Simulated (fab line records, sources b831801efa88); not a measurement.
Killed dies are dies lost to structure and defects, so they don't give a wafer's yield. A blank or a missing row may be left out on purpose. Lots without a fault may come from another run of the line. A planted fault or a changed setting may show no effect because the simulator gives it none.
Which tool did it? | flow gf180mcu | 6 lots, 18 wafers sampled, at 2 steps of a route of 602

WHAT THE GAUGES READ, wafer by wafer
GF_V5_RS_MEAS_24: measures by four-point-probe.
lot  | measured     | on            | V5_W_RS (ohm/sq)
L795 | day 28 03:29 | film_metro-03 | 0.321 0.318 0.320
L800 | day 29 15:31 | film_metro-01 | 0.327 0.332 0.326
L807 | day 31 17:16 | film_metro-02 | 0.322 0.321 0.323
L809 | day 32 05:50 | film_metro-02 | 0.321 0.321 0.320
L813 | day 33 01:25 | film_metro-01 | 0.326 0.323 0.332
L815 | day 33 15:47 | film_metro-03 | 0.326 0.323 0.325

WHICH TOOL RAN EACH LOT (tool, then ch and the chambers of the sampled wafers, then the start)
lot  | GF_V5_SPUTTER_22
L795 | pvd_sputter-02, day 28 03:19
L800 | pvd_sputter-02, day 29 15:22
L807 | pvd_sputter-04, day 31 17:07
L809 | pvd_sputter-04, day 32 05:40
L813 | pvd_sputter-02, day 33 01:11
L815 | pvd_sputter-02, day 33 15:38
- GF_V5_SPUTTER_22: material TiN, target thk 10 nm, time 40 s.

THE ANSWER, worked out from the rows above alone
Rule: what is usual is taken from the lots themselves. Put in order of their means at a reading, lots are off if they are a third of the lots or fewer, leave a main group of 4 or more, and stand apart from it by a gap of 3 or more times the standard deviation of the main group's means; of several such gaps the widest counts. A main group whose means are all the same, to the digits that the tables above print for the reading, isn't used. A lot without any number at a reading at which 4 lots or more have one is off too. The other lots that the step has rows for count as sound.
No lot is off at any reading shown: from this, nothing can be told.

WHAT THE SIMULATOR HAD PUT IN
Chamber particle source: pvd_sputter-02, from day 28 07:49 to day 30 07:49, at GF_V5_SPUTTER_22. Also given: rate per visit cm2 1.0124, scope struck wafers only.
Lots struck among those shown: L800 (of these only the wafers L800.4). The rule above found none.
